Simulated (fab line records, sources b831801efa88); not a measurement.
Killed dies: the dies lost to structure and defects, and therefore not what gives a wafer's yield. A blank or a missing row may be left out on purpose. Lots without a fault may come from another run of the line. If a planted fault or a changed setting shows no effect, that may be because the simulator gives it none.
fab line records    flow sky130
[record] lots = 14  wafers = 42  last-day = 50
route steps=708 shown NWELL@68 VT_ADJUST_LVTN@105 VT_ADJUST_NCORE@126 SONOS_ONO@182 PAD_OPEN@708
lots that met no fault: from a run of the same line without faults
start-h: start of the lot's first displayed wafer, in hours after the record's first day    wait-h: hours since the lot's step before    " repeats the value in the row above    L1.1+2: one row covering several wafers at once    - no value, or no start given    * or withheld: withheld    < > ~ a bound
route shown NAME@n: a module of which the file shows steps, and the number in the route of the first    usual: the fault-free wafers' mean and standard deviation    same: alike in all rows    chamber/n: place in a boat    sites: each site's reading    _std_site: the values' standard deviation    _edge_site: outer sites' mean less inner sites'    radius-mm: how far each site lies from the wafer's centre    mask NAME#n: copy n    behind: the most recent tool/chamber to have shaped the wafer    hold: what put the lot on hold/how long, in hours/how the hold closed    device: which transistor (n, p or np) failed to switch    end of line: tests run on the same wafers once the route is complete    a step with no rows: only its recipe    killed: dies lost to structure and defects at the first sort, not the wafer's yield    map: shows each die of a wafer: x if killed, . if not, _ if none is there
set.NAME: the setting that was run; set.NAME@STEP: the one run at that earlier step    model.NAME: the simulator's own value behind a step, which no gauge read
route steps across a sampled set of lots; one table per step, one row per wafer
services: the hour from which a tool's chamber was out of use, counted from the record's first day as start-h (under 0 if before that day), plus the number of hours and why
[[steps]]
[step SKY_NWELL_TW_MEAS_15]
[usual] NWELL_TW = 1826/8.3
lot.wafer  tool           chamber  start-h  wait-h  NWELL_TW
L561.1     film-metro-02  -        99.63    0.1     1818
L561.3     "              -        "        "       1821
L561.5     "              -        "        "       1822
L562.3     film-metro-04  -        102.80   0.1     1823
L562.4     "              -        "        "       1823
L562.6     "              -        "        "       1822
L563.1     film-metro-03  -        106.33   0.1     1839
L563.5     "              -        "        "       1845
L563.6     "              -        "        "       1841
L564.2     film-metro-04  -        111.69   0.1     1821
L564.3     "              -        "        "       1828
L564.6     "              -        "        "       1820
L567.2     film-metro-03  -        129.74   0.1     1832
L567.5     "              -        "        "       1839
L567.6     "              -        "        "       1838
L568.2     film-metro-02  -        133.59   0.1     1812
L568.4     "              -        "        "       1817
L568.6     "              -        "        "       1811
L569.1     film-metro-04  -        137.38   0.1     1817
L569.4     "              -        "        "       1818
L569.6     "              -        "        "       1809
L575.4     film-metro-02  -        173.96   0.1     1823
L575.5     "              -        "        "       1829
L575.6     "              -        "        "       1820
L576.3     film-metro-03  -        180.03   0.1     1834
L576.5     "              -        "        "       1829
L576.6     "              -        "        "       1837
L579.1     film-metro-02  -        198.46   0.1     1813
L579.2     "              -        "        "       1814
L579.6     "              -        "        "       1817
L580.1     film-metro-02  -        201.03   0.1     1831
L580.2     "              -        "        "       1816
L580.5     "              -        "        "       1810
L581.1     film-metro-02  -        207.18   0.1     1814
L581.2     "              -        "        "       1804
L581.5     "              -        "        "       1806
L582.3     film-metro-02  -        214.35   0.1     1824
L582.4     "              -        "        "       1832
L582.6     "              -        "        "       1828
L583.1     film-metro-02  -        219.86   0.1     1836
L583.3     "              -        "        "       1831
L583.5     "              -        "        "       1826
[step SKY_VT_ADJUST_LVTN_IMPLANT_08]
[recipe] species = B  energy-kev = 30  dose-cm2 = 1.57e+12  tilt-deg = withheld
[usual] dose-ions-cm2 = 1.57e+12/1.9e+09  faraday-current-uA = 8.88/0.18
lot.wafer  tool          chamber  start-h  wait-h  dose-ions-cm2  faraday-current-uA
L561.1     implanter-01  0        155.88   0.0     1.568e+12      9.07
L561.3     "             0        "        "       1.5668e+12     9.26
L561.5     "             0        "        "       1.5664e+12     8.91
L562.3     implanter-04  0        160.73   0.1     1.5669e+12     8.54
L562.4     "             0        "        "       1.5707e+12     8.67
L562.6     "             0        "        "       1.5711e+12     8.63
L563.1     implanter-04  0        164.36   0.0     1.5696e+12     8.66
L563.5     "             0        "        "       1.5676e+12     8.85
L563.6     "             0        "        "       1.5693e+12     9.13
L564.2     implanter-04  0        171.13   0.0     1.5736e+12     8.83
L564.3     "             0        "        "       1.5719e+12     8.60
L564.6     "             0        "        "       1.5701e+12     9.04
L567.2     implanter-04  0        191.05   0.0     1.578e+11      0.88
L567.5     "             0        "        "       1.576e+11      0.90
L567.6     "             0        "        "       1.585e+11      0.89
L568.2     implanter-04  0        194.40   0.0     1.575e+11      0.85
L568.4     "             0        "        "       1.569e+11      0.88
L568.6     "             0        "        "       1.567e+11      0.89
L569.1     implanter-04  0        199.48   0.0     1.574e+11      0.85
L569.4     "             0        "        "       1.56e+11       0.86
L569.6     "             0        "        "       1.568e+11      0.89
L575.4     implanter-01  0        244.05   0.1     1.5681e+12     8.87
L575.5     "             0        "        "       1.5693e+12     8.84
L575.6     "             0        "        "       1.571e+12      8.82
L576.3     implanter-03  0        245.51   0.1     1.5712e+12     9.03
L576.5     "             0        "        "       1.5719e+12     8.58
L576.6     "             0        "        "       1.5703e+12     8.76
L579.1     implanter-04  0        266.93   0.0     1.5702e+12     8.98
L579.2     "             0        "        "       1.5707e+12     9.07
L579.6     "             0        "        "       1.5711e+12     9.26
L580.1     implanter-03  0        269.08   0.0     1.5664e+12     8.87
L580.2     "             0        "        "       1.5677e+12     8.98
L580.5     "             0        "        "       1.5676e+12     8.92
L581.1     implanter-01  0        275.63   0.0     1.5703e+12     8.74
L581.2     "             0        "        "       1.5723e+12     8.89
L581.5     "             0        "        "       1.5746e+12     9.03
L582.3     implanter-03  0        284.48   0.1     1.5711e+12     8.75
L582.4     "             0        "        "       1.5711e+12     9.10
L582.6     "             0        "        "       1.5712e+12     8.77
L583.1     implanter-03  0        292.61   0.0     1.5711e+12     9.13
L583.3     "             0        "        "       1.5709e+12     8.86
L583.5     "             0        "        "       1.5667e+12     9.06
[step SKY_VT_ADJUST_LVTN_TW_MEAS_10]
[usual] VT_ADJUST_LVTN_TW = 241.6/1.2
lot.wafer  tool           chamber  start-h  wait-h  hold                      VT_ADJUST_LVTN_TW
L561.1     film-metro-01  -        156.13   0.1     -                         241.7
L561.3     "              -        "        "       -                         239.9
L561.5     "              -        "        "       -                         240.2
L562.3     film-metro-03  -        160.95   0.1     -                         240.9
L562.4     "              -        "        "       -                         243.0
L562.6     "              -        "        "       -                         242.7
L563.1     film-metro-02  -        164.61   0.1     -                         242.4
L563.5     "              -        "        "       -                         244.8
L563.6     "              -        "        "       -                         242.0
L564.2     film-metro-01  -        171.37   0.1     -                         240.6
L564.3     "              -        "        "       -                         239.9
L564.6     "              -        "        "       -                         240.4
L567.2     film-metro-01  -        191.29   0.1     await-dispo/0.2h/release  131.9
L567.5     "              -        "        "       await-dispo/0.2h/release  130.6
L567.6     "              -        "        "       await-dispo/0.2h/release  131.0
L567.2     film-metro-01  -        191.51   0.2     -                         130.8
L567.5     "              -        "        "       -                         130.3
L567.6     "              -        "        "       -                         130.4
L568.2     film-metro-02  -        194.64   0.1     await-dispo/0.2h/release  129.6
L568.4     "              -        "        "       await-dispo/0.2h/release  128.2
L568.6     "              -        "        "       await-dispo/0.2h/release  128.7
L568.2     film-metro-02  -        194.86   0.2     -                         128.9
L568.4     "              -        "        "       -                         127.2
L568.6     "              -        "        "       -                         128.1
L569.1     film-metro-01  -        199.73   0.1     await-dispo/0.2h/release  127.1
L569.4     "              -        "        "       await-dispo/0.2h/release  126.7
L569.6     "              -        "        "       await-dispo/0.2h/release  126.3
L569.1     film-metro-01  -        200.00   0.3     -                         126.9
L569.4     "              -        "        "       -                         125.7
L569.6     "              -        "        "       -                         126.6
L575.4     film-metro-01  -        244.26   0.1     -                         241.7
L575.5     "              -        "        "       -                         240.6
L575.6     "              -        "        "       -                         241.3
L576.3     film-metro-01  -        245.73   0.1     -                         241.3
L576.5     "              -        "        "       -                         241.3
L576.6     "              -        "        "       -                         240.6
L579.1     film-metro-02  -        267.18   0.1     -                         242.0
L579.2     "              -        "        "       -                         239.8
L579.6     "              -        "        "       -                         242.8
L580.1     film-metro-01  -        269.33   0.1     -                         239.5
L580.2     "              -        "        "       -                         241.7
L580.5     "              -        "        "       -                         239.8
L581.1     film-metro-01  -        275.88   0.1     -                         239.8
L581.2     "              -        "        "       -                         240.1
L581.5     "              -        "        "       -                         240.1
L582.3     film-metro-03  -        284.70   0.1     -                         242.7
L582.4     "              -        "        "       -                         243.1
L582.6     "              -        "        "       -                         244.4
L583.1     film-metro-02  -        292.86   0.1     -                         243.4
L583.3     "              -        "        "       -                         243.2
L583.5     "              -        "        "       -                         242.3
[step SKY_VT_ADJUST_NCORE_CD_MEAS_07]
[recipe] target-cd-nm = 380
[usual] cd-nm = 379.8/2.1
lot.wafer  tool       chamber  start-h  wait-h  cd-nm
L561.1     cd-sem-02  -        198.22   0.1     378.2
L561.3     "          -        "        "       378.5
L561.5     "          -        "        "       378.3
L562.3     cd-sem-02  -        201.73   0.1     381.9
L562.4     "          -        "        "       380.7
L562.6     "          -        "        "       382.4
L563.1     cd-sem-01  -        205.24   0.1     381.6
L563.5     "          -        "        "       379.7
L563.6     "          -        "        "       379.5
L564.2     cd-sem-02  -        212.46   0.1     381.6
L564.3     "          -        "        "       380.3
L564.6     "          -        "        "       382.3
L575.4     cd-sem-01  -        291.93   0.1     382.7
L575.5     "          -        "        "       381.3
L575.6     "          -        "        "       378.9
L576.3     cd-sem-01  -        293.78   0.2     384.0
L576.5     "          -        "        "       381.8
L576.6     "          -        "        "       380.7
L579.1     cd-sem-01  -        317.32   0.1     381.0
L579.2     "          -        "        "       379.7
L579.6     "          -        "        "       378.2
L580.1     cd-sem-01  -        319.07   0.1     380.3
L580.2     "          -        "        "       384.0
L580.5     "          -        "        "       382.1
L581.1     cd-sem-01  -        327.19   0.1     378.7
L581.2     "          -        "        "       377.4
L581.5     "          -        "        "       379.3
L582.3     cd-sem-01  -        336.16   0.1     378.9
L582.4     "          -        "        "       380.1
L582.6     "          -        "        "       378.8
L583.1     cd-sem-01  -        345.52   0.1     379.1
L583.3     "          -        "        "       378.6
L583.5     "          -        "        "       380.3
[step SKY_SONOS_ONO_OVL_MEAS_14]
[usual] SONOS_ONO_OVL = 0.3/1.5
lot.wafer  tool        chamber  start-h  wait-h  SONOS_ONO_OVL[nm]
L561.1     overlay-01  -        294.39   0.1     -0.1
L561.3     "           -        "        "       -1.5
L561.5     "           -        "        "       1.6
L562.3     overlay-01  -        303.36   0.1     -1.5
L562.4     "           -        "        "       -3.4
L562.6     "           -        "        "       -2.5
L563.1     overlay-02  -        304.94   0.1     2.1
L563.5     "           -        "        "       -2.1
L563.6     "           -        "        "       -1.2
L564.2     overlay-02  -        313.70   0.1     -0.1
L564.3     "           -        "        "       0.9
L564.6     "           -        "        "       -0.5
L575.4     overlay-02  -        408.63   0.1     1.2
L575.5     "           -        "        "       1.2
L575.6     "           -        "        "       0.5
L576.3     overlay-02  -        413.35   0.1     -2.1
L576.5     "           -        "        "       -1.2
L576.6     "           -        "        "       -0.5
L579.1     overlay-01  -        438.64   0.1     -0.2
L579.2     "           -        "        "       -0.5
L579.6     "           -        "        "       0.2
L580.1     overlay-01  -        439.84   0.1     3.6
L580.2     "           -        "        "       3.1
L580.5     "           -        "        "       2.8
L581.1     overlay-02  -        449.79   0.1     4.0
L581.2     "           -        "        "       4.1
L581.5     "           -        "        "       2.4
L582.3     overlay-02  -        461.70   0.1     1.2
L582.4     "           -        "        "       -1.1
L582.6     "           -        "        "       0.3
L583.1     overlay-02  -        470.94   0.1     1.7
L583.3     "           -        "        "       1.2
L583.5     "           -        "        "       0.0
[step SKY_PAD_OPEN_PROBE_99]
[usual] defect-limited-yield = 82.3/2  killed_at_M0_to_M3 = 44/7  killed_at_M4_up = 3.1/1.8  killed-at-contacts = 25/5.1  killed-at-front-end = 15/4.3  killed-at-other = 0.3/0.61  killed-dies = 87/9.8  killed-open = 48/7  killed-short = 38/6.3  sort_bin_3_pad_short = 0.9/0.39  sort_bin_5_function = 10.3/1.5  sort_bin_6_memory = 6.5/1.2  sort-n-pass = 405/9.8  sort-yield-pct = 82.3/2
[same] gross-dies = 492  killed-at-back-side = 0  sort_bin_4_leakage[%] = 0  sort_bin_8_speed[%] = 0
lot.wafer  tool       chamber  start-h  wait-h  defect-limited-yield[%]  killed_at_M0_to_M3  killed_at_M4_up  killed-at-contacts  killed-at-front-end  killed-at-other  killed-dies  killed-open  killed-short  sort_bin_3_pad_short[%]  sort_bin_5_function[%]  sort_bin_6_memory[%]  sort-n-pass  sort-yield-pct[%]
L564.2     prober-02  -        1100.22  0.1     81.7                     42                  4                24                  20                   0                90           49           41            0.6                      10.2                    7.5                   402          81.7
L564.3     prober-02  -        1100.27  0.2     86.0                     30                  3                22                  14                   0                69           35           34            0.8                      7.5                     5.7                   423          86.0
L564.6     prober-02  -        1100.42  0.2     83.5                     47                  2                19                  11                   2                81           40           41            0.8                      10.6                    5.1                   411          83.5
L575.4     prober-01  -        1163.19  0.2     82.1                     42                  3                30                  12                   1                88           45           43            0.8                      9.6                     7.5                   404          82.1
L575.5     prober-01  -        1163.24  0.2     82.5                     40                  3                29                  14                   0                86           54           32            1.0                      9.3                     7.1                   406          82.5
L575.6     prober-01  -        1163.29  0.2     81.7                     52                  1                30                  7                    0                90           56           34            0.8                      12.6                    4.9                   402          81.7
// killed by level:class
L564.2 CONTACT:geometric-particle:open=11 VIA1:geometric-particle:open=9 FIELD_ISO:geometric-particle:open=7 METAL1:geometric-particle:short=7 VIA2:geometric-particle:open=6 CONTACT:geometric-particle:short=6 LI_CONTACT:geometric-particle:open=5 VIA3:geometric-particle:open=5
L564.3 CONTACT:geometric-particle:open=10 LI_CONTACT:geometric-particle:open=6 METAL1:geometric-particle:short=6 METAL2:geometric-particle:short=5 VIA3:geometric-particle:open=5 VIA2:geometric-particle:open=4 VIA3:geometric-particle:short=4 FIELD_ISO:geometric-particle:short=3
L564.6 VIA1:geometric-particle:open=11 CONTACT:geometric-particle:open=9 VIA3:geometric-particle:open=8 POLY_GATE:geometric-particle:short=6 VIA2:geometric-particle:short=6 METAL1:geometric-particle:short=5 VIA1:geometric-particle:short=5 LI_CONTACT:geometric-particle:open=4
L575.4 CONTACT:geometric-particle:open=14 VIA1:geometric-particle:open=11 CONTACT:geometric-particle:short=7 VIA1:geometric-particle:short=7 FIELD_ISO:geometric-particle:short=5 METAL3:geometric-particle:short=5 LI_CONTACT:geometric-particle:open=4 METAL2:geometric-particle:short=4
L575.5 CONTACT:geometric-particle:open=16 VIA1:geometric-particle:open=11 METAL2:geometric-particle:short=7 FIELD_ISO:geometric-particle:open=6 POLY_GATE:geometric-particle:open=5 CONTACT:geometric-particle:short=5 LI_CONTACT:geometric-particle:open=4 VIA2:geometric-particle:open=4
L575.6 VIA1:geometric-particle:open=14 LI_CONTACT:geometric-particle:open=13 VIA3:geometric-particle:open=9 CONTACT:geometric-particle:open=9 METAL2:geometric-particle:short=7 VIA2:geometric-particle:open=6 LI_CONTACT:geometric-particle:short=5 VIA1:geometric-particle:short=4
[[services]]
tool          chamber  start-h  hours  kind
implanter-03  -        147.37   5.5    repair
implanter-03  -        190.62   6.8    repair
implanter-01  -        282.59   3.3    pm
[[key]]
[first-sign] step = SKY_VT_ADJUST_LVTN_IMPLANT_08  reading = dose-ions-cm2  direction = down  sigmas = 99+  usual = *  struck = *
[effect] step = SKY_VT_ADJUST_LVTN_IMPLANT_08  reading = faraday-current-uA  direction = down  sigmas = 44  usual = 8.88  struck = 0.88
[effect] step = SKY_VT_ADJUST_LVTN_TW_MEAS_10  reading = visit  direction = added
[effect] step = SKY_VT_ADJUST_LVTN_TW_MEAS_10  reading = VT_ADJUST_LVTN_TW  direction = down  sigmas = 95  usual = 241.6  struck = 128.9
met-at SKY_VT_ADJUST_LVTN_IMPLANT_08
struck-lots L567,L568,L569
scrapped-behind SKY_VT_ADJUST_LVTN_TW_MEAS_10 L567.2,L567.5,L567.6,L568.2,L568.4,L568.6,L569.1,L569.4,L569.6
not-acting-at SKY_NWELL_TW_MEAS_15,SKY_VT_ADJUST_NCORE_CD_MEAS_07,SKY_SONOS_ONO_OVL_MEAS_14
onset-between 171.13 191.05
[fault] kind = process-parameter-drift  tool = implanter-04  chamber = -  onset-h = 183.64  steps = SKY_VT_ADJUST_LVTN_IMPLANT_08  channel = dose-cm2  offset = *  shape = step  end-h = 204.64  acts-in = *  stated = *
